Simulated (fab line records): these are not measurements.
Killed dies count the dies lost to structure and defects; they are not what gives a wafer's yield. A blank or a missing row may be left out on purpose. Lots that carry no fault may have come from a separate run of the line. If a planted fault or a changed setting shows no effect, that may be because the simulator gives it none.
Check of tool commonality + flow sfq_line + Lots sampled 14, wafers sampled 42

WHY IT WAS OPENED
3 of 14 lots carry a flag on the reading I0_OVL at SFQ_I0_OVL_MEAS_908. Fault-free wafers read 2 nm, with a standard deviation of 5.3.
Rule: a lot is flagged in two cases, either no wafer of it has a number, or all its wafers with numbers fall more than 4 standard deviations from that mean. The rest of the lots are taken to be sound.

| lot  | measured     | on         | I0_OVL (nm), wafer by wafer | flag    |
|------|--------------|------------|-----------------------------|---------|
| L607 | day 20 01:40 | overlay-01 | 4 3 2                       |         |
| L608 | day 20 08:52 | overlay-02 | 10 1 9                      |         |
| L609 | day 20 17:16 | overlay-02 | -6 -3 3                     |         |
| L610 | day 21 02:52 | overlay-01 | 1 2 2                       |         |
| L611 | day 21 10:12 | overlay-02 | 2 5 5                       |         |
| L612 | day 21 23:23 | overlay-01 | -7 -7 -7                    |         |
| L613 | day 22 05:23 | overlay-02 | 7 4 10                      |         |
| L614 | day 23 01:48 | overlay-01 | 11 10 6                     |         |
| L615 | day 23 13:37 | overlay-01 | 5 -8 -1                     |         |
| L618 | day 24 21:44 | overlay-02 | 7 3 8                       |         |
| L619 | day 25 09:29 | overlay-01 | 65 57 62                    | FLAGGED |
| L620 | day 25 19:05 | overlay-02 | 61 71 65                    | FLAGGED |
| L623 | day 28 01:01 | overlay-02 | 10 4 13                     |         |
| L624 | day 28 02:20 | overlay-01 | 60 67 66                    | FLAGGED |
Average over the flagged lots: 64 nm; offset from the usual +62 nm, equal to +12 standard deviations.

WHICH TOOL EACH LOT WENT THROUGH
Before the reading, the record contains 2 process steps out of a 325-step route. In each cell: the tool, then ch and the chambers that the sampled wafers went through, then the start.
| lot  | flag    | SFQ_TRILAYER_M0_STRIP_STRIP_025   | SFQ_TRILAYER_I0_VIA_LITHO_EXPOSE_032 |
|------|---------|-----------------------------------|--------------------------------------|
| L607 |         | rie_metal-02 ch 0,1, day 14 02:00 | krf_scanner-01 ch 0, day 20 00:10    |
| L608 |         | rie_metal-02 ch 0,1, day 14 05:36 | krf_scanner-01 ch 0, day 20 07:22    |
| L609 |         | rie_metal-03 ch 0,1, day 14 12:04 | krf_scanner-01 ch 0, day 20 15:46    |
| L610 |         | rie_metal-04 ch 1, day 14 20:51   | krf_scanner-01 ch 0, day 21 01:34    |
| L611 |         | rie_metal-02 ch 0,1, day 15 03:52 | krf_scanner-02 ch 0, day 21 09:05    |
| L612 |         | rie_metal-04 ch 1, day 15 13:27   | krf_scanner-02 ch 0, day 21 21:53    |
| L613 |         | rie_metal-04 ch 0,1, day 15 19:16 | krf_scanner-02 ch 0, day 22 03:53    |
| L614 |         | rie_metal-03 ch 0,1, day 16 14:55 | krf_scanner-02 ch 0, day 23 00:41    |
| L615 |         | rie_metal-02 ch 0,1, day 17 04:14 | krf_scanner-01 ch 0, day 23 12:31    |
| L618 |         | rie_metal-02 ch 0,1, day 17 23:26 | krf_scanner-01 ch 0, day 24 20:37    |
| L619 | FLAGGED | rie_metal-02 ch 0,1, day 18 06:26 | krf_scanner-02 ch 0, day 25 07:59    |
| L620 | FLAGGED | rie_metal-04 ch 0, day 18 10:48   | krf_scanner-02 ch 0, day 25 17:59    |
| L623 |         | rie_metal-03 ch 0,1, day 20 03:17 | krf_scanner-01 ch 0, day 27 23:54    |
| L624 | FLAGGED | rie_metal-04 ch 0,1, day 20 15:17 | krf_scanner-02 ch 0, day 28 01:14    |
What is done by these steps:
- SFQ_TRILAYER_M0_STRIP_STRIP_025: strips in O2.
- SFQ_TRILAYER_I0_VIA_LITHO_EXPOSE_032: exposes mask I0, target cd 500 nm.
- SFQ_I0_OVL_MEAS_908

FLAGGED OVER TOTAL, TOOL BY TOOL (the gauges that took the reading come last)
| step                                 | tool           | lots run | flagged | share of the flagged lots | sound lots run after its first flagged lot |
|--------------------------------------|----------------|----------|---------|---------------------------|--------------------------------------------|
| SFQ_TRILAYER_M0_STRIP_STRIP_025      | rie_metal-02   | 6        | 1       | some                      | 0                                          |
| SFQ_TRILAYER_M0_STRIP_STRIP_025      | rie_metal-03   | 3        | 0       | none                      | -                                          |
| SFQ_TRILAYER_M0_STRIP_STRIP_025      | rie_metal-04   | 5        | 2       | some                      | 0                                          |
| SFQ_TRILAYER_I0_VIA_LITHO_EXPOSE_032 | krf_scanner-01 | 7        | 0       | none                      | -                                          |
| SFQ_TRILAYER_I0_VIA_LITHO_EXPOSE_032 | krf_scanner-02 | 7        | 3       | all                       | 0                                          |
| SFQ_I0_OVL_MEAS_908                  | overlay-01     | 7        | 2       | some                      | 0                                          |
| SFQ_I0_OVL_MEAS_908                  | overlay-02     | 7        | 1       | some                      | 1 (L623)                                   |

WHAT THE TABLE PERMITS
All flagged lots share 1 row of the table, namely krf_scanner-02 at SFQ_TRILAYER_I0_VIA_LITHO_EXPOSE_032.
- krf_scanner-02 at SFQ_TRILAYER_I0_VIA_LITHO_EXPOSE_032: 3 of its 7 lots flagged. A fault beginning between L614 (day 23 00:41), its last sound lot, and L619 (day 25 07:59), its first flagged one, fits the data.
Just one tool remains: krf_scanner-02 at SFQ_TRILAYER_I0_VIA_LITHO_EXPOSE_032.

WHAT HAD BEEN PUT IN BY THE SIMULATOR
Scanner matching overlay: krf_scanner-02, from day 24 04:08 on, at SFQ_TRILAYER_I0_VIA_LITHO_EXPOSE_032. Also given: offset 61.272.
Shown lots that were struck: L619, L620, L624. The rule given above showed the same thing.
